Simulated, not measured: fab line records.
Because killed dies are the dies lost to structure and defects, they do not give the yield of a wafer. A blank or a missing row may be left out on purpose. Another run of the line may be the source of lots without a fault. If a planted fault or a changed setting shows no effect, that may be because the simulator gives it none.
fab line records -- flow sky130
[record] lots = 6, wafers = 18, last-day = 50
route steps=708 shown LDD_HVN@274 LDD_HVP@278 LDD_LDN@289 PAD_OPEN@708
lots untouched by any fault: they come from a run of this same line in which no faults occurred
start-h: the number of hours between the record's first day and the start of the first shown wafer of the lot -- wait-h: hours elapsed since this lot's preceding step -- " identical to the entry in the row above -- L1.1+2: a row that stands for several wafers -- - value missing, or start not given -- * or withheld: withheld -- < > ~ a bound
route shown NAME@n: NAME is a module with steps in the file, n the number in the route of the first one -- usual: average and standard deviation across the fault-free wafers -- same: alike in all rows -- chamber/n: place in a boat -- sites: each site's reading -- _std_site: standard deviation of those values -- _edge_site: the outer-site mean with the inner-site mean subtracted -- radius-mm: how far each site lies from the wafer's centre -- mask NAME#n: copy n -- behind: tool/chamber where the wafer was last shaped -- hold: why the lot went on hold/how many hours it stayed there/how the hold came to an end -- device: which transistor (n, p or np) failed to switch -- end of line: at the end of the route, the tests of the same wafers -- a step without rows: its recipe alone -- killed: dies lost to structure and defects at the first sort, not the wafer's yield -- map: a wafer's dies, x killed, . not, _ none there
set.NAME: the setting that was run; set.NAME@STEP: the one run at that earlier step -- model.NAME: the simulator's own value behind a step, which no gauge read
lots seen at some steps along the route; tables by step, rows by wafer
services: the hour from which a tool's chamber was out of use, counted from the record's first day as start-h (under 0 if before that day), plus the number of hours and why
[[steps]]
[step SKY_LDD_HVN_OVL_MEAS_07]
[usual] LDD_HVN_OVL = 0.3/1.3
lot.wafer,tool,chamber,start-h,wait-h,LDD_HVN_OVL[nm]
L283.1,overlay-01,-,480.44,0.1,1.2
L283.3,overlay-01,-,480.44,0.1,-1.3
L283.5,overlay-01,-,480.44,0.1,-0.3
L287.3,overlay-01,-,521.56,0.1,0.6
L287.4,overlay-01,-,521.56,0.1,0.1
L287.6,overlay-01,-,521.56,0.1,1.7
L299.2,overlay-01,-,620.50,0.1,0.9
L299.5,overlay-01,-,620.50,0.1,1.0
L299.6,overlay-01,-,620.50,0.1,1.0
L301.2,overlay-01,-,636.36,0.1,-1.4
L301.4,overlay-01,-,636.36,0.1,-0.4
L301.5,overlay-01,-,636.36,0.1,-0.6
L303.4,overlay-01,-,654.91,0.1,-0.5
L303.5,overlay-01,-,654.91,0.1,0.8
L303.6,overlay-01,-,654.91,0.1,1.1
L304.1,overlay-01,-,662.77,0.1,1.5
L304.3,overlay-01,-,662.77,0.1,-0.1
L304.5,overlay-01,-,662.77,0.1,1.6
[step SKY_LDD_HVN_IMPLANT_08]
[recipe] species = P, energy-kev = 60, dose-cm2 = 3e+13, tilt-deg = 40
[step SKY_LDD_HVN_STRIP_09]
[recipe] chemistry = O2/N2, power-w = 1400, pressure-mtorr = 1500, platen-temp-c = withheld, o2-flow-sccm = 3000, n2-flow-sccm = 300, overash-fraction = 0.5
[usual] drypump-motor-current-A = 5.6/0.5, oes-product-au = 0.408/0.0048, strip-time-to-endpoint-s = 4.135/0.018
[same] overash-fraction = 0.5
lot.wafer,tool,chamber,start-h,wait-h,drypump-motor-current-A,oes-product-au,rf-hours-counter-h,strip-time-to-endpoint-s
L283.1,plasma-asher-04,0,480.63,0.1,5.4,0.412,37,4.132
L283.3,plasma-asher-04,0,480.63,0.1,5.4,0.422,-,4.130
L283.5,plasma-asher-04,0,480.63,0.1,5.4,0.408,-,4.146
L287.3,plasma-asher-04,0,521.76,0.1,5.4,0.410,-,4.119
L287.4,plasma-asher-04,1,521.76,0.1,5.8,0.412,-,4.126
L287.6,plasma-asher-04,1,521.76,0.1,5.8,0.399,-,4.100
L299.2,plasma-asher-03,1,620.68,0.1,5.8,0.411,90,4.117
L299.5,plasma-asher-03,1,620.68,0.1,5.7,0.393,-,4.118
L299.6,plasma-asher-03,0,620.68,0.1,4.9,0.407,-,4.122
L301.2,plasma-asher-01,1,636.58,0.1,6.1,0.414,85,4.116
L301.4,plasma-asher-01,0,636.58,0.1,6.5,0.402,-,4.126
L301.5,plasma-asher-01,1,636.58,0.1,6.1,0.404,-,4.140
L303.4,plasma-asher-04,0,655.11,0.1,5.4,0.401,-,4.113
L303.5,plasma-asher-04,1,655.11,0.1,5.8,0.415,-,4.126
L303.6,plasma-asher-04,0,655.11,0.1,5.4,0.407,-,4.123
L304.1,plasma-asher-03,1,662.96,0.1,5.7,0.410,94,4.139
L304.3,plasma-asher-03,0,662.96,0.1,4.9,0.410,-,4.149
L304.5,plasma-asher-03,1,662.96,0.1,5.7,0.413,-,4.158
[step SKY_LDD_HVN_TW_MEAS_10]
[usual] LDD_HVN_TW = 1444/6.6
lot.wafer,tool,chamber,start-h,wait-h,LDD_HVN_TW
L283.1,film-metro-04,-,480.73,0.1,1440
L283.3,film-metro-04,-,480.73,0.1,1433
L283.5,film-metro-04,-,480.73,0.1,1441
L287.3,film-metro-01,-,521.85,0.1,1438
L287.4,film-metro-01,-,521.85,0.1,1436
L287.6,film-metro-01,-,521.85,0.1,1431
L299.2,film-metro-02,-,620.79,0.1,1443
L299.5,film-metro-02,-,620.79,0.1,1442
L299.6,film-metro-02,-,620.79,0.1,1444
L301.2,film-metro-04,-,636.69,0.1,1447
L301.4,film-metro-04,-,636.69,0.1,1443
L301.5,film-metro-04,-,636.69,0.1,1448
L303.4,film-metro-02,-,655.21,0.1,1446
L303.5,film-metro-02,-,655.21,0.1,1449
L303.6,film-metro-02,-,655.21,0.1,1445
L304.1,film-metro-02,-,663.06,0.1,1450
L304.3,film-metro-02,-,663.06,0.1,1438
L304.5,film-metro-02,-,663.06,0.1,1445
[step SKY_LDD_HVP_DEHYDRATE_00]
[recipe] temp-c = 200, time-s = 60
[step SKY_LDD_HVP_HMDS_01]
[recipe] prime-time-s = 60, prime-temp-c = 120
[step SKY_LDD_HVP_COAT_02]
[recipe] resist = NOVOLAK, spin-rpm = 3000, resist-thk-nm = 300
[step SKY_LDD_HVP_SOFTBAKE_03]
[recipe] temp-c = 90, time-s = 60, resist = NOVOLAK
[step SKY_LDD_HVP_EXPOSE_04]
[recipe] mask-id = HVPTM, na = 0.6, source-shape = conventional, sigma-outer = 0.6, polarization = unpolarized, target-cd-nm = 700, dose-mj = 86
[step SKY_LDD_HVP_PEB_05]
[recipe] temp-c = withheld, time-s = *, resist = NOVOLAK
[step SKY_LDD_HVP_DEVELOP_06]
[recipe] resist = NOVOLAK, developer = TMAH, develop-time-s = 60, dev-temp-c = 23
[step SKY_LDD_HVP_OVL_MEAS_07]
[usual] LDD_HVP_OVL = 0.3/1.4
lot.wafer,tool,chamber,start-h,wait-h,LDD_HVP_OVL[nm]
L283.1,overlay-01,-,511.40,0.1,-0.4
L283.3,overlay-01,-,511.40,0.1,0.8
L283.5,overlay-01,-,511.40,0.1,0.4
L287.3,overlay-01,-,552.06,0.1,2.7
L287.4,overlay-01,-,552.06,0.1,2.1
L287.6,overlay-01,-,552.06,0.1,0.5
L299.2,overlay-02,-,649.18,0.1,0.7
L299.5,overlay-02,-,649.18,0.1,-0.7
L299.6,overlay-02,-,649.18,0.1,1.3
L301.2,overlay-02,-,664.71,0.1,-0.5
L301.4,overlay-02,-,664.71,0.1,-0.4
L301.5,overlay-02,-,664.71,0.1,-0.6
L303.4,overlay-02,-,683.11,0.1,2.8
L303.5,overlay-02,-,683.11,0.1,0.3
L303.6,overlay-02,-,683.11,0.1,1.3
L304.1,overlay-02,-,691.74,0.1,-1.9
L304.3,overlay-02,-,691.74,0.1,-0.8
L304.5,overlay-02,-,691.74,0.1,-0.2
[step SKY_LDD_HVP_IMPLANT_08]
[recipe] species = B, energy-kev = 20, dose-cm2 = 1.7e+13, tilt-deg = 17.9
[usual] dose-ions-cm2 = 1.6999e+13/1.7e+10, faraday-current-uA = 96.0/1.8
lot.wafer,tool,chamber,start-h,wait-h,dose-ions-cm2,faraday-current-uA
L283.1,implanter-02,0,511.44,0.0,1.6969e+13,95.1
L283.3,implanter-02,0,511.44,0.0,1.6967e+13,93.2
L283.5,implanter-02,0,511.44,0.0,1.6959e+13,93.3
L287.3,implanter-02,0,552.14,0.1,1.6982e+13,94.5
L287.4,implanter-02,0,552.14,0.1,1.6983e+13,97.6
L287.6,implanter-02,0,552.14,0.1,1.7003e+13,94.7
L299.2,implanter-02,0,649.23,0.0,7.1939e+13,407.4
L299.5,implanter-02,0,649.23,0.0,7.1957e+13,403.6
L299.6,implanter-02,0,649.23,0.0,7.1924e+13,416.9
L301.2,implanter-02,0,664.76,0.0,7.1901e+13,426.4
L301.4,implanter-02,0,664.76,0.0,7.1924e+13,398.5
L301.5,implanter-02,0,664.76,0.0,7.1905e+13,399.5
L303.4,implanter-03,0,683.20,0.1,1.6995e+13,94.8
L303.5,implanter-03,0,683.20,0.1,1.7002e+13,98.9
L303.6,implanter-03,0,683.20,0.1,1.7014e+13,98.5
L304.1,implanter-01,0,691.78,0.0,1.6999e+13,97.3
L304.3,implanter-01,0,691.78,0.0,1.7002e+13,94.9
L304.5,implanter-01,0,691.78,0.0,1.7002e+13,96.6
[step SKY_LDD_HVP_STRIP_09]
[recipe] chemistry = O2/N2, power-w = 1400, pressure-mtorr = 1500, platen-temp-c = withheld, o2-flow-sccm = 3000, n2-flow-sccm = 300, overash-fraction = 0.5
[usual] drypump-motor-current-A = 5.9/0.35, oes-product-au = 0.409/0.0047, strip-time-to-endpoint-s = 4.138/0.014
[same] overash-fraction = 0.5
lot.wafer,tool,chamber,start-h,wait-h,drypump-motor-current-A,oes-product-au,rf-hours-counter-h,strip-time-to-endpoint-s
L283.1,plasma-asher-04,0,511.59,0.1,5.4,0.411,40,4.151
L283.3,plasma-asher-04,0,511.59,0.1,5.4,0.418,-,4.165
L283.5,plasma-asher-04,0,511.59,0.1,5.4,0.405,-,4.162
L287.3,plasma-asher-04,0,552.27,0.1,5.4,0.409,-,4.149
L287.4,plasma-asher-04,1,552.27,0.1,5.8,0.408,-,4.140
L287.6,plasma-asher-04,1,552.27,0.1,5.8,0.418,-,4.124
L299.2,plasma-asher-02,0,649.36,0.1,6.1,0.407,20,4.146
L299.5,plasma-asher-02,0,649.36,0.1,6.1,0.407,-,4.143
L299.6,plasma-asher-02,1,649.36,0.1,5.8,0.406,-,4.148
L301.2,plasma-asher-01,1,664.89,0.1,6.1,0.417,88,4.113
L301.4,plasma-asher-01,0,664.89,0.1,6.6,0.409,-,4.132
L301.5,plasma-asher-01,0,664.89,0.1,6.5,0.404,-,4.134
L303.4,plasma-asher-01,0,683.31,0.1,6.6,0.406,-,4.150
L303.5,plasma-asher-01,0,683.31,0.1,6.6,0.410,-,4.154
L303.6,plasma-asher-01,1,683.31,0.1,6.1,0.415,-,4.154
L304.1,plasma-asher-01,1,691.93,0.1,6.1,0.411,91,4.129
L304.3,plasma-asher-01,1,691.93,0.1,6.1,0.400,-,4.126
L304.5,plasma-asher-01,1,691.93,0.1,6.1,0.410,-,4.143
[step SKY_LDD_HVP_TW_MEAS_10]
[usual] LDD_HVP_TW = 458.4/2
lot.wafer,tool,chamber,start-h,wait-h,LDD_HVP_TW
L283.1,film-metro-04,-,511.69,0.1,455.6
L283.3,film-metro-04,-,511.69,0.1,454.4
L283.5,film-metro-04,-,511.69,0.1,456.4
L287.3,film-metro-01,-,552.36,0.1,462.1
L287.4,film-metro-01,-,552.36,0.1,460.6
L287.6,film-metro-01,-,552.36,0.1,460.2
L299.2,film-metro-03,-,649.47,0.1,715.6
L299.5,film-metro-03,-,649.47,0.1,719.3
L299.6,film-metro-03,-,649.47,0.1,717.8
L301.2,film-metro-04,-,665.00,0.1,718.6
L301.4,film-metro-04,-,665.00,0.1,717.4
L301.5,film-metro-04,-,665.00,0.1,714.9
L303.4,film-metro-01,-,683.41,0.1,458.0
L303.5,film-metro-01,-,683.41,0.1,459.0
L303.6,film-metro-01,-,683.41,0.1,460.5
L304.1,film-metro-01,-,692.03,0.1,461.9
L304.3,film-metro-01,-,692.03,0.1,459.6
L304.5,film-metro-01,-,692.03,0.1,457.1
[step SKY_LDD_LDN_DEHYDRATE_00]
[recipe] temp-c = 200, time-s = 60
[step SKY_PAD_OPEN_PROBE_99]
[usual] killed_at_M0_to_M3 = 43/6.5, killed_at_M4_up = 3.2/1.8, killed-at-contacts = 24/5.2, killed-at-front-end = 15/4, killed-at-other = 0.4/0.69, killed-dies = 86/8.7, killed-on-rim = 17/3.7, killed-open = 47/7, killed-short = 39/5.7
[same] gross-dies = 492, killed-at-back-side = 0
lot.wafer,tool,chamber,start-h,wait-h,killed_at_M0_to_M3,killed_at_M4_up,killed-at-contacts,killed-at-front-end,killed-at-other,killed-dies,killed-on-rim,killed-open,killed-short,model.etest.tip_p_5v.rs-ohm-sq,model.etest.pfet-g5v0d10v5.r-on-ohm-um,model.etest.pfet-g5v0d10v5.drive-ua-um,model.etest.tip_p_5v.rs-ohm-sq-range,model.etest.res-pdiff-hv.rs-ohm-sq,model.etest.pfet_16v.drive-ua-um,model.etest.pfet-g5v0d10v5.off-log10-a-um,model.etest.ring_5v.delay-ps
L283.1,prober-02,-,1086.02,0.1,50,3,28,12,0,93,12,57,36,2867,4706,342.8,76.3,186.9,246.2,-12.97,44.81
L283.3,prober-02,-,1086.12,0.2,41,2,23,12,0,78,15,52,26,2908,4804,338,89.54,186.9,241.6,-12.81,45.17
L283.5,prober-02,-,1086.22,0.2,42,5,15,18,0,80,15,44,36,2876,4724,340.8,104,187.7,245.2,-12.94,44.39
L287.3,prober-02,-,1113.31,0.2,45,5,26,9,1,86,12,50,36,2857,4724,347.1,145.2,188.5,246.7,-12.41,44.17
L287.4,prober-02,-,1113.36,0.2,37,3,20,18,2,80,15,43,35,2861,4667,340.9,73.46,189.3,244.3,-12.34,44.86
L287.6,prober-02,-,1113.46,0.2,49,4,25,15,0,93,22,48,44,2847,4792,336.2,55.59,189.7,242.5,-12.52,45.08
L299.2,prober-02,-,1174.62,0.1,43,6,20,17,0,86,16,42,44,1034,4129,398.1,28.61,177.2,248.8,-9.978,42.82
L299.5,prober-02,-,1174.77,0.2,53,5,23,16,0,97,19,59,38,1031,4109,397.1,29.49,176.4,252.5,-9.436,42.44
L299.6,prober-02,-,1174.82,0.2,43,2,22,14,0,81,17,46,35,1027,4095,402.7,13.91,176.1,255.1,-9.788,42.26
L301.2,prober-02,-,1184.56,0.1,42,3,26,19,2,92,15,52,39,1036,4098,401.4,26.52,180.4,257.9,-9.612,41.98
L301.4,prober-02,-,1184.66,0.2,53,3,20,12,1,89,21,57,32,1032,4110,396.3,33.43,180.2,252.2,-9.723,42.72
L301.5,prober-02,-,1184.71,0.2,48,4,30,19,0,101,26,50,51,1027,4132,395.2,15.67,180.6,255.9,-9.781,42.61
L303.4,prober-02,-,1196.72,0.2,45,5,23,16,1,90,13,51,37,2816,4654,349.3,69.21,185.5,250.9,-12.22,43.99
L303.5,prober-02,-,1196.77,0.2,45,5,28,15,2,95,19,59,35,2826,4718,346.5,71.73,188.7,250.3,-12.03,44.69
L303.6,prober-02,-,1196.82,0.2,49,5,18,20,1,93,15,56,34,2805,4706,348.4,84.69,185.2,252.6,-12.18,44.23
L304.1,prober-01,-,1198.26,0.1,45,3,21,13,0,82,18,38,44,2865,4796,338.3,51.01,192.8,242.3,-12.82,44.89
L304.3,prober-01,-,1198.36,0.2,50,5,21,18,0,94,25,50,44,2859,4716,347.3,96.12,191.5,245.3,-12.74,44.74
L304.5,prober-01,-,1198.46,0.2,38,5,20,18,0,81,19,44,37,2849,4767,343.7,83.13,190.8,245.6,-12.71,44.66
// killed by level:class
L283.1 VIA1:geometric-particle:open=18 LI_CONTACT:geometric-particle:open=9 VIA2:geometric-particle:open=9 CONTACT:geometric-particle:short=8 VIA1:geometric-particle:short=8 CONTACT:geometric-particle:open=7 VIA3:geometric-particle:open=6 LOCAL_INTERCONNECT:geometric-particle:short=3
L283.3 VIA1:geometric-particle:open=14 VIA3:geometric-particle:open=11 CONTACT:geometric-particle:open=10 FIELD_ISO:geometric-particle:open=5 LI_CONTACT:geometric-particle:open=5 VIA2:geometric-particle:short=4 CONTACT:geometric-particle:short=4 POLY_GATE:geometric-particle:short=3
L283.5 VIA1:geometric-particle:open=10 VIA2:geometric-particle:open=8 VIA3:geometric-particle:open=6 LI_CONTACT:geometric-particle:open=5 VIA1:geometric-particle:short=5 FIELD_ISO:geometric-particle:short=4 CONTACT:geometric-particle:open=4 METAL4:geometric-particle:short=4
L287.3 VIA1:geometric-particle:open=17 CONTACT:geometric-particle:open=9 LI_CONTACT:geometric-particle:open=7 VIA2:geometric-particle:open=6 CONTACT:geometric-particle:short=5 VIA3:geometric-particle:short=5 VIA1:geometric-particle:short=4 METAL2:geometric-particle:short=4
L287.4 VIA3:geometric-particle:open=11 METAL1:geometric-particle:short=7 VIA1:geometric-particle:open=7 CONTACT:geometric-particle:open=6 FIELD_ISO:geometric-particle:short=5 POLY_GATE:geometric-particle:open=5 LOCAL_INTERCONNECT:geometric-particle:short=5 FIELD_ISO:geometric-particle:open=4
L287.6 LI_CONTACT:geometric-particle:open=8 VIA2:geometric-particle:open=8 VIA1:geometric-particle:open=7 VIA3:geometric-particle:open=7 LOCAL_INTERCONNECT:geometric-particle:short=6 VIA2:geometric-particle:short=6 POLY_GATE:geometric-particle:open=4 CONTACT:geometric-particle:short=4
L299.2 VIA2:geometric-particle:open=12 POLY_GATE:geometric-particle:open=7 METAL1:geometric-particle:short=7 CONTACT:geometric-particle:open=6 LI_CONTACT:geometric-particle:short=5 VIA1:geometric-particle:short=5 VIA3:geometric-particle:short=5 FIELD_ISO:geometric-particle:short=4
L299.5 VIA1:geometric-particle:open=12 VIA2:geometric-particle:open=12 CONTACT:geometric-particle:open=9 VIA3:geometric-particle:open=7 VIA1:geometric-particle:short=7 METAL2:geometric-particle:short=6 POLY_GATE:geometric-particle:open=5 POLY_GATE:geometric-particle:short=5
L299.6 VIA1:geometric-particle:open=11 CONTACT:geometric-particle:open=8 LI_CONTACT:geometric-particle:open=6 VIA3:geometric-particle:open=6 VIA2:geometric-particle:open=6 METAL1:geometric-particle:short=5 FIELD_ISO:geometric-particle:short=4 LI_CONTACT:geometric-particle:short=4
L301.2 LI_CONTACT:geometric-particle:open=10 VIA1:geometric-particle:open=8 VIA2:geometric-particle:open=8 FIELD_ISO:geometric-particle:open=6 CONTACT:geometric-particle:short=6 VIA1:geometric-particle:short=6 FIELD_ISO:geometric-particle:short=5 CONTACT:geometric-particle:open=5
L301.4 VIA2:geometric-particle:open=12 VIA3:geometric-particle:open=10 METAL1:geometric-particle:short=8 VIA1:geometric-particle:open=8 LI_CONTACT:geometric-particle:open=7 CONTACT:geometric-particle:open=7 POLY_GATE:geometric-particle:open=4 METAL1:geometric-particle:open=3
L301.5 CONTACT:geometric-particle:open=15 VIA3:geometric-particle:open=12 POLY_GATE:geometric-particle:open=6 METAL2:geometric-particle:short=6 METAL3:geometric-particle:short=6 VIA1:geometric-particle:short=5 POLY_GATE:geometric-particle:short=5 LI_CONTACT:geometric-particle:open=5
L303.4 CONTACT:geometric-particle:open=13 VIA1:geometric-particle:open=12 VIA1:geometric-particle:short=9 FIELD_ISO:geometric-particle:open=6 VIA3:geometric-particle:open=6 POLY_GATE:geometric-particle:short=4 CONTACT:geometric-particle:short=4 VIA2:geometric-particle:open=4
L303.5 VIA1:geometric-particle:open=15 VIA3:geometric-particle:open=11 CONTACT:geometric-particle:open=9 POLY_GATE:geometric-particle:open=6 LI_CONTACT:geometric-particle:open=6 CONTACT:geometric-particle:short=6 METAL2:geometric-particle:short=6 FIELD_ISO:geometric-particle:open=4
L303.6 VIA3:geometric-particle:open=13 VIA1:geometric-particle:open=11 VIA2:geometric-particle:open=7 LI_CONTACT:geometric-particle:open=6 CONTACT:geometric-particle:open=6 VIA1:geometric-particle:short=6 FIELD_ISO:geometric-particle:open=5 FIELD_ISO:geometric-particle:short=5
L304.1 VIA1:geometric-particle:open=9 METAL2:geometric-particle:short=9 METAL1:geometric-particle:short=8 CONTACT:geometric-particle:open=6 CONTACT:geometric-particle:short=6 FIELD_ISO:geometric-particle:open=5 POLY_GATE:geometric-particle:short=5 VIA3:geometric-particle:open=5
L304.3 VIA1:geometric-particle:open=15 CONTACT:geometric-particle:open=9 FIELD_ISO:geometric-particle:short=8 LI_CONTACT:geometric-particle:open=8 VIA1:geometric-particle:short=7 POLY_GATE:geometric-particle:open=5 METAL1:geometric-particle:short=5 METAL2:geometric-particle:short=5
L304.5 CONTACT:geometric-particle:open=9 VIA1:geometric-particle:open=9 METAL2:geometric-particle:short=8 VIA3:geometric-particle:open=8 FIELD_ISO:geometric-particle:open=5 POLY_GATE:geometric-particle:short=4 POLY_GATE:geometric-particle:open=4 CONTACT:geometric-particle:short=4
[[services]]
tool,chamber,start-h,hours,kind
implanter-03,-,485.75,3.5,repair
plasma-asher-01,-,495.47,7.8,pm
plasma-asher-01,-,536.00,0.5,repair
implanter-01,-,548.85,29.1,pm
plasma-asher-03,-,563.60,18.2,repair
plasma-asher-02,-,567.20,13.2,repair
plasma-asher-04,-,580.69,2.2,repair
plasma-asher-03,-,586.17,2.8,pm
implanter-02,-,590.91,0.7,repair
plasma-asher-03,-,611.03,4.3,pm
implanter-03,-,615.19,15.5,pm
plasma-asher-01,-,637.79,3.7,repair
implanter-03,-,642.74,3.4,repair
implanter-01,-,644.54,2.3,pm
[[key]]
[first-sign] step = SKY_LDD_HVP_IMPLANT_08, reading = dose-ions-cm2, direction = up, sigmas = 99+, usual = *, struck = *
[effect] step = SKY_LDD_HVP_IMPLANT_08, reading = faraday-current-uA, direction = up, sigmas = 99+, usual = 96.0, struck = 408.7
[effect] step = SKY_LDD_HVP_TW_MEAS_10, reading = LDD_HVP_TW, direction = up, sigmas = 99+, usual = 458.4, struck = 717.3
[model-effect] step = SKY_PAD_OPEN_PROBE_99, value = etest.tip_p_5v.rs-ohm-sq, without = 2869, struck = 1031
met-at SKY_LDD_HVP_IMPLANT_08
struck-wafers L299.2,L299.5,L299.6,L301.2,L301.4,L301.5
tester-left-out L299,L301
onset-between 552.14 649.23
[fault] kind = process-parameter-drift, tool = implanter-02, chamber = -, onset-h = 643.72, steps = SKY_LDD_HVP_IMPLANT_08, channel = dose-cm2, offset = *, shape = step, end-h = 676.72, acts-in = *, stated = *
// tester-left-out: of these lots the tester's yield and bins aren't shown, on N5 and GAA mostly nor the transistor test; their killed dies are dies lost to structure and defects alone, not to doping, threshold or leakage, so they don't give the yield
